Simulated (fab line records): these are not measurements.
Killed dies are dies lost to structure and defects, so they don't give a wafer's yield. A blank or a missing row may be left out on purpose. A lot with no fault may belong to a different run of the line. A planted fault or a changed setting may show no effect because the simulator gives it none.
Which tool was responsible? ; flow gf180mcu ; Sampling: 14 lots, 42 wafers, 3 of 602 route steps

WHAT EACH GAUGE READ, for each wafer
GF_POLY_GATE_CD_MEAS_10 targets a cd of 280 nm. Usual: cd-nm reads 279.9 nm (standard deviation 1.3).
lot;measured;on;cd-nm (nm);flag
L780;day 9 11:36;cd-sem-02;281.9 280.1 280.3;
L781;day 9 20:31;cd-sem-02;280.5 279.6 278.9;
L783;day 10 09:57;cd-sem-02;279.2 280.6 280.7;
L785;day 10 23:31;cd-sem-01;280.6 279.7 281.1;
L786;day 11 09:13;cd-sem-01;279.4 278.5 278.3;
L787;day 11 16:00;cd-sem-01;282.2 281.3 282.3;
L788;day 12 01:38;cd-sem-01;280.7 282.7 280.5;
L789;day 12 08:13;cd-sem-01;280.6 280.6 281.1;
L791;day 13 01:37;cd-sem-01;273.5 273.1 273.4;OFF
L792;day 13 05:01;cd-sem-01;281.8 281.5 281.1;
L793;day 13 10:03;cd-sem-01;273.5 273.5 272.7;OFF
L799;day 15 05:20;cd-sem-01;278.7 276.1 276.8;
L800;day 15 14:41;cd-sem-01;280.2 280.2 280.4;
L802;day 16 06:23;cd-sem-02;279.5 278.6 277.4;

GF_V2_CD_MEAS_14 targets a cd of 260 nm. Usual: cd-nm reads 259.8 nm (standard deviation 1.3).
lot;measured;on;cd-nm (nm);flag
L780;day 20 12:53;cd-sem-01;259.6 258.4 258.9;
L781;day 20 23:52;cd-sem-01;258.6 258.5 259.3;
L783;day 21 17:52;cd-sem-02;261.2 261.5 261.3;
L785;day 22 16:19;cd-sem-02;260.2 260.8 259.9;
L786;day 23 00:49;cd-sem-02;260.3 260.0 260.1;
L787;day 23 07:08;cd-sem-02;259.2 259.3 259.2;
L788;day 23 22:43;cd-sem-02;260.6 260.1 260.5;
L789;day 24 07:34;cd-sem-01;262.3 260.1 260.8;
L791;day 24 20:47;cd-sem-02;257.1 256.6 256.7;
L792;day 25 08:41;cd-sem-02;260.6 260.1 260.6;
L793;day 25 09:26;cd-sem-01;261.9 260.2 261.8;
L799;day 27 03:16;cd-sem-01;261.7 262.5 261.9;
L800;day 27 14:26;cd-sem-01;260.0 260.7 259.8;
L802;day 28 02:22;cd-sem-01;260.0 258.9 259.6;

EACH LOT AND THE TOOL THAT RAN IT (in order: tool; ch and the chambers of the sampled wafers; start)
lot;GF_POLY_GATE_PEB_08
L780;litho-track-01 ch 0, day 9 11:16
L781;litho-track-04 ch 0, day 9 20:10
L783;litho-track-01 ch 0, day 10 09:37
L785;litho-track-02 ch 0, day 10 23:11
L786;litho-track-04 ch 0, day 11 08:47
L787;litho-track-01 ch 0, day 11 15:40
L788;litho-track-02 ch 0, day 12 01:19
L789;litho-track-01 ch 0, day 12 07:54
L791;litho-track-04 ch 0, day 13 01:16
L792;litho-track-02 ch 0, day 13 04:40
L793;litho-track-04 ch 0, day 13 09:44
L799;litho-track-02 ch 0, day 15 05:00
L800;litho-track-02 ch 0, day 15 14:21
L802;litho-track-01 ch 0, day 16 06:02
- GF_POLY_GATE_PEB_08: peb time 90 s.

AS READ BY THE TOOLS THEMSELVES (means over the sampled wafers that have a number; for cases with no such wafer, the mark the record gives instead)
GF_POLY_GATE_PEB_08. Usual: resist-line-temp-C reads 22.99 C (standard deviation 0.11).
lot;tool;resist-line-temp-C (C);flag
L780;litho-track-01;23.00;
L781;litho-track-04;23.02;
L783;litho-track-01;22.96;
L785;litho-track-02;23.06;
L786;litho-track-04;23.00;
L787;litho-track-01;22.83;
L788;litho-track-02;22.92;
L789;litho-track-01;23.02;
L791;litho-track-04;22.99;
L792;litho-track-02;23.11;
L793;litho-track-04;22.81;
L799;litho-track-02;23.03;
L800;litho-track-02;23.03;
L802;litho-track-01;22.93;

THE ANSWER, worked out from the rows above alone
Rule: lot off if the mean of its wafers having a number is beyond 3 standard deviations from the usual mean. A lot without any number at a reading at which 4 lots or more have one is off too. Where the step has rows for the other lots, those lots are counted as sound. The gauges are gone through in route order, then the tools' own readings, and for those a lot's mean is taken as printed above. The first step at which some lot is off is used, and at that step the reading that is off furthest; a lot without a number counts as furthest.
Off at GF_POLY_GATE_CD_MEAS_10 (cd-nm): L791, L793.
If a tool, at a process step before that reading, ran all the lots that are off and no sound lot after the first of them, it fits. Those tools and the gauges at GF_POLY_GATE_CD_MEAS_10 are tried in the same way. One candidate fits, namely litho-track-04 at GF_POLY_GATE_PEB_08. Its last sound lot is L786 (day 11 08:47), its first lot that is off L791 (day 13 01:16): a fault that began between those two fits.

WHAT WAS PUT IN BY THE SIMULATOR
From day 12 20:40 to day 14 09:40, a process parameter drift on litho-track-04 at GF_POLY_GATE_PEB_08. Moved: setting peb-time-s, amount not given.
Struck lots among those shown: L791, L793. The rule given above showed the same thing.
